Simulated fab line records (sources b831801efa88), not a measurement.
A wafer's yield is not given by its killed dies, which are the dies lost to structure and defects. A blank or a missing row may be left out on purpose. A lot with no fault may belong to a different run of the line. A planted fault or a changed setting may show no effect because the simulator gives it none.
One fault through the eyes of 2 desks / flow gf180mcu / what lay behind the numbers comes last; until then each desk has only its own

## THE TOOL OWNER'S DESK: implanter-01
GF_NWELL_IMPLANT_08, tool's own readings: per-lot mean of the sampled wafers with a number, covering each lot this tool ran. Any lot whose mean is over 4 standard deviations away from the usual mean is out of limits and marked OUT; that distance is given in the brackets.
Columns: A = beam-on-s at GF_NWELL_IMPLANT_08, usual 9.99 s; B = dose-ions-cm2 at GF_NWELL_IMPLANT_08, usual 1.5005e+13; C = faraday-current-uA at GF_NWELL_IMPLANT_08, usual 84.6
lot=L131; first seen here=day 3 07:42; A=10.12; B=1.5002e+13; C=83.5
lot=L137; first seen here=day 4 17:40; A=9.90; B=1.5022e+13; C=85.2
lot=L139; first seen here=day 5 04:06; A=10.00; B=1.5000e+13; C=84.5
lot=L140; first seen here=day 5 06:40; A=9.81; B=1.5009e+13; C=85.9
lot=L152; first seen here=day 8 03:00; A=9.93; B=2.1440e+13 (+99 or more) OUT; C=121.6 (+22) OUT
lot=L154; first seen here=day 8 15:43; A=9.72; B=2.1462e+13 (+99 or more) OUT; C=124.1 (+23) OUT
This desk's finding: out of limits on L152, L154; first on L152, day 8 03:00 (dose-ions-cm2 at GF_NWELL_IMPLANT_08). In limits: L131, L137, L139, L140.

## FROM THE METROLOGY DESK
Means of the sampled wafers that have a number, per lot and without regard to the tool the lot ran on: this is what the gauges read. Any lot whose mean is over 4 standard deviations away from the usual mean is out of limits and marked OUT; that distance is given in the brackets.
Columns: A = INCOMING_BOW at GF_STI_BOW_MEAS_00, usual 0 um; B = NWELL_TW at GF_NWELL_TW_MEAS_11, usual 1570; C = NWELL_RS at GF_VT_IMPLANT_RS_MEAS_47, usual 487.8 ohm/sq; D = LVPWELL_RS at GF_VT_IMPLANT_RS_MEAS_48, usual 1197 ohm/sq
lot=L131; first seen here=day 1 10:00; A=-6; B=1575; C=488.4; D=1195
lot=L132; first seen here=day 1 15:01; A=4; B=1579; C=487.6; D=1196
lot=L133; first seen here=day 1 20:00; A=4; B=1552; C=488.5; D=1197
lot=L134; first seen here=day 2 01:00; A=1; B=1587; C=487.1; D=1201
lot=L135; first seen here=day 2 06:00; A=5; B=1578; C=486.7; D=1192
lot=L136; first seen here=day 2 11:01; A=9; B=1576; C=488.0; D=1198
lot=L137; first seen here=day 2 16:00; A=-2; B=1577; C=488.7; D=1196
lot=L139; first seen here=day 3 02:02; A=-1; B=1580; C=488.4; D=1196
lot=L140; first seen here=day 3 07:04; A=-6; B=1576; C=488.0; D=1194
lot=L143; first seen here=day 3 22:02; A=1; B=1569; C=489.2; D=1200
lot=L152; first seen here=day 5 19:00; A=-1; B=1743 (+16) OUT; C=404.4 (-69) OUT; D=-
lot=L154; first seen here=day 6 05:02; A=-4; B=1728 (+14) OUT; C=404.3 (-70) OUT; D=-
This desk reports L152, L154 out of limits; the earliest was L152 at day 8 03:24 (NWELL_TW at GF_NWELL_TW_MEAS_11). In limits: L131, L132, L133, L134, L135, L136, L137, L139, L140, L143.

## PUT TOGETHER
An alarm could have come from the tool owner's desk at day 8 03:00, on L152, L154.
At day 8 03:24 the metrology desk could have sounded an alarm, on L152, L154.
Every lot named ran GF_NWELL_IMPLANT_08 on implanter-01.

## WHAT HAD BEEN PUT IN BY THE SIMULATOR
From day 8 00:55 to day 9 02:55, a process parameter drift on implanter-01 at GF_NWELL_IMPLANT_08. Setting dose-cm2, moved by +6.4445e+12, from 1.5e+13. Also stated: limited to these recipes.
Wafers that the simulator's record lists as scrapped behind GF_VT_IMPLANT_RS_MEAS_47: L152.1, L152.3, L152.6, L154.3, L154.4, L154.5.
Struck lots among those shown: L152, L154.
Counting hours from when the fault started, the first reading out of limits came at 2 for the tool owner's desk and at 2 for the metrology desk.
